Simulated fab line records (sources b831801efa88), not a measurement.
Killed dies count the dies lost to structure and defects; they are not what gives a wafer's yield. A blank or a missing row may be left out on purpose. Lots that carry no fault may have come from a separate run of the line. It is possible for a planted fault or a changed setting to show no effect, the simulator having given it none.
The tool behind it: which one? ; flow sky130 ; 12 lots, 36 wafers sampled, at 5 steps of a route of 708

## WHAT THE GAUGES SHOWED, per wafer
SKY_VT_ADJUST_NCORE_OVL_MEAS_08.
lot;measured;on;VT_ADJUST_NCORE_OVL (nm)
L323;day 8 04:24;overlay-02;0.1 2.0 1.1
L324;day 8 19:59;overlay-02;3.7 2.7 2.8
L325;day 9 02:55;overlay-01;0.4 -0.4 0.8
L326;day 9 07:43;overlay-01;1.6 3.0 3.1
L327;day 9 14:58;overlay-02;2.2 2.9 1.3
L329;day 10 15:06;overlay-01;-1.2 0.8 0.2
L332;day 11 07:25;overlay-02;2.6 2.5 1.1
L334;day 11 17:43;overlay-02;2.7 1.9 1.6
L333;day 11 18:01;overlay-02;1.5 0.0 0.8
L335;day 12 02:46;overlay-01;2.2 1.9 2.4
L346;day 15 14:33;overlay-02;2.4 2.1 1.5
L345;day 15 16:27;overlay-02;-2.3 -0.1 -2.0

SKY_VT_ADJUST_HVTR_CD_MEAS_07 targets a cd of 380 nm.
lot;measured;on;cd-nm (nm)
L323;day 9 01:44;cd-sem-01;379.0 377.3 377.7
L324;day 9 16:42;cd-sem-01;378.3 378.5 378.6
L325;day 10 00:31;cd-sem-02;385.3 385.9 383.2
L326;day 10 04:40;cd-sem-02;382.4 382.6 385.1
L327;day 10 13:16;cd-sem-01;385.6 382.2 380.8
L329;day 11 15:20;cd-sem-01;376.3 376.6 376.4
L332;day 12 07:18;cd-sem-01;379.5 380.6 376.9
L334;day 12 17:50;cd-sem-02;380.3 379.9 379.0
L333;day 12 18:20;cd-sem-02;377.2 379.6 377.8
L335;day 13 03:22;cd-sem-02;378.3 380.8 377.5
L346;day 16 19:36;cd-sem-02;379.4 379.8 381.1
L345;day 16 21:02;cd-sem-01;382.8 384.4 380.9

SKY_SONOS_ONO_THK_MEAS_05.
lot;measured;on;SONOS_ONO_CVD_04_THK (nm)
L323;day 11 02:49;film-metro-03;5.69 5.78 5.69
L324;day 12 02:41;film-metro-04;5.83 5.86 5.86
L325;day 12 03:56;film-metro-01;5.70 5.63 5.69
L326;day 12 11:22;film-metro-03;5.67 5.69 5.62
L327;day 12 18:33;film-metro-01;5.85 5.84 5.83
L329;day 14 00:43;film-metro-04;5.80 5.81 5.76
L332;day 14 17:04;film-metro-01;5.68 5.66 5.67
L334;day 15 01:52;film-metro-04;5.63 5.79 5.82
L333;day 15 03:07;film-metro-01;5.64 5.57 5.49
L335;day 15 12:02;film-metro-01;5.81 5.74 5.68
L346;day 19 12:38;film-metro-03;6.32 6.36 6.40
L345;day 19 14:30;film-metro-04;6.24 6.23 6.19

## TOOL THAT RAN EACH LOT (tool first, then ch and the chambers of the sampled wafers, then the start)
lot;SKY_DNWELL_STRIP_08;SKY_SONOS_ONO_CVD_04
L323;plasma-asher-01 ch 0,1, day 3 01:08;lpcvd-03 ch 1, day 11 01:34
L324;plasma-asher-01 ch 0,1, day 3 11:37;lpcvd-03 ch 1, day 12 01:26
L325;plasma-asher-04 ch 0,1, day 3 16:26;lpcvd-03 ch 0, day 12 02:41
L326;plasma-asher-04 ch 0,1, day 3 20:49;lpcvd-03 ch 0, day 12 10:06
L327;plasma-asher-01 ch 0,1, day 4 01:20;lpcvd-03 ch 0, day 12 17:17
L329;plasma-asher-03 ch 0,1, day 4 19:56;lpcvd-03 ch 0, day 13 23:28
L332;plasma-asher-04 ch 0,1, day 5 07:52;lpcvd-03 ch 1, day 14 15:47
L334;plasma-asher-01 ch 0,1, day 5 15:29;lpcvd-03 ch 0, day 15 00:37
L333;plasma-asher-01 ch 0,1, day 5 16:53;lpcvd-03 ch 0, day 15 01:52
L335;plasma-asher-04 ch 0,1, day 5 23:01;lpcvd-03 ch 0, day 15 10:47
L346;plasma-asher-04 ch 0,1, day 8 14:17;lpcvd-03 ch 0, day 19 10:45
L345;plasma-asher-03 ch 0,1, day 8 14:38;lpcvd-03 ch 0, day 19 12:38
- SKY_DNWELL_STRIP_08: strips in O2/N2.
- SKY_SONOS_ONO_CVD_04: deposits SiO2 from SiH4/N2O, target thk 5.7199 nm.

## AS READ BY THE TOOLS THEMSELVES (means over the sampled wafers that have a number; for cases with no such wafer, the mark the record gives instead)
SKY_DNWELL_STRIP_08.
lot;tool;drypump-motor-current-A (A);oes-product-au (a.u.);strip-time-to-endpoint-s (s)
L323;plasma-asher-01;5.1;0.722;37.00
L324;plasma-asher-01;5.1;0.720;36.82
L325;plasma-asher-04;6.0;0.725;36.92
L326;plasma-asher-04;6.1;0.724;37.07
L327;plasma-asher-01;5.1;0.720;36.98
L329;plasma-asher-03;5.7;0.722;36.89
L332;plasma-asher-04;6.0;0.719;36.98
L334;plasma-asher-01;5.0;0.720;36.84
L333;plasma-asher-01;5.0;0.722;36.97
L335;plasma-asher-04;6.1;0.721;36.90
L346;plasma-asher-04;6.1;0.723;36.91
L345;plasma-asher-03;5.7;0.721;36.84

SKY_SONOS_ONO_CVD_04.
lot;tool;pressure-mtorr (mTorr);spike-tc-top-C (C);zone-power-centre-pct (%);zone-power-upper-pct (%)
L323;lpcvd-03;399.0;912.8;22.7;19.1
L324;lpcvd-03;399.4;912.0;22.8;19.0
L325;lpcvd-03;400.4;910.5;20.5;18.5
L326;lpcvd-03;400.2;910.9;20.8;18.6
L327;lpcvd-03;399.8;910.9;20.8;18.7
L329;lpcvd-03;399.3;911.5;20.9;18.6
L332;lpcvd-03;400.2;911.9;22.7;19.1
L334;lpcvd-03;399.1;912.0;20.6;18.8
L333;lpcvd-03;401.0;911.6;20.7;18.7
L335;lpcvd-03;400.6;911.2;20.7;18.4
L346;lpcvd-03;480.9;912.1;20.8;18.5
L345;lpcvd-03;480.9;911.9;20.7;18.5

## THE ANSWER, worked out from the rows above alone
Rule: the lots themselves supply what counts as usual. Put in order of their means at a reading, lots are off if they are a third of the lots or fewer, leave a main group of 4 or more, and stand apart from it by a gap of 3 or more times the standard deviation of the main group's means; of several such gaps the widest counts. If all means in a main group match to the digits the tables above print for the reading, that group is not used. Also off: a lot with no number at a reading for which 4 or more lots have one. Where the step has rows for the other lots, those lots are counted as sound. After the gauges, taken in route order, come the tools' own readings; for these a lot's mean is taken, as printed above. The first step at which some lot is off is used, and at that step the reading that is off furthest; a lot without a number counts as furthest.
Off: L346, L345, at SKY_SONOS_ONO_THK_MEAS_05 (SONOS_ONO_CVD_04_THK). The main group: mean 5.73 nm, standard deviation 0.083.
A tool fits if, at a process step before that reading, it ran every lot that is off, and no sound lot after the first of them. Not tried: the gauges at SKY_SONOS_ONO_THK_MEAS_05; whatever is off there is also off at SKY_SONOS_ONO_CVD_04, on other tools, and gauge error can't account for it. One fits: lpcvd-03 at SKY_SONOS_ONO_CVD_04. A fault onset in the window from L335 (day 15 10:47, its last sound lot) to L346 (day 19 10:45, its first lot off) fits.
On the lots that are off, the tool's own readings at SKY_SONOS_ONO_CVD_04 differ by more than 5 times the standard deviation of the sound lots' means, which bears it out; pressure-mtorr reads 480.9 mTorr there versus 399.9 mTorr on the sound lots.

## WHAT THE SIMULATOR HAD PUT IN
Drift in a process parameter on lpcvd-03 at SKY_SONOS_ONO_CVD_04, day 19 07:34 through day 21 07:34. Setting pressure-mtorr shifted by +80 from 400.
Lots struck among those shown: L346, L345. The same result came from the rule above.
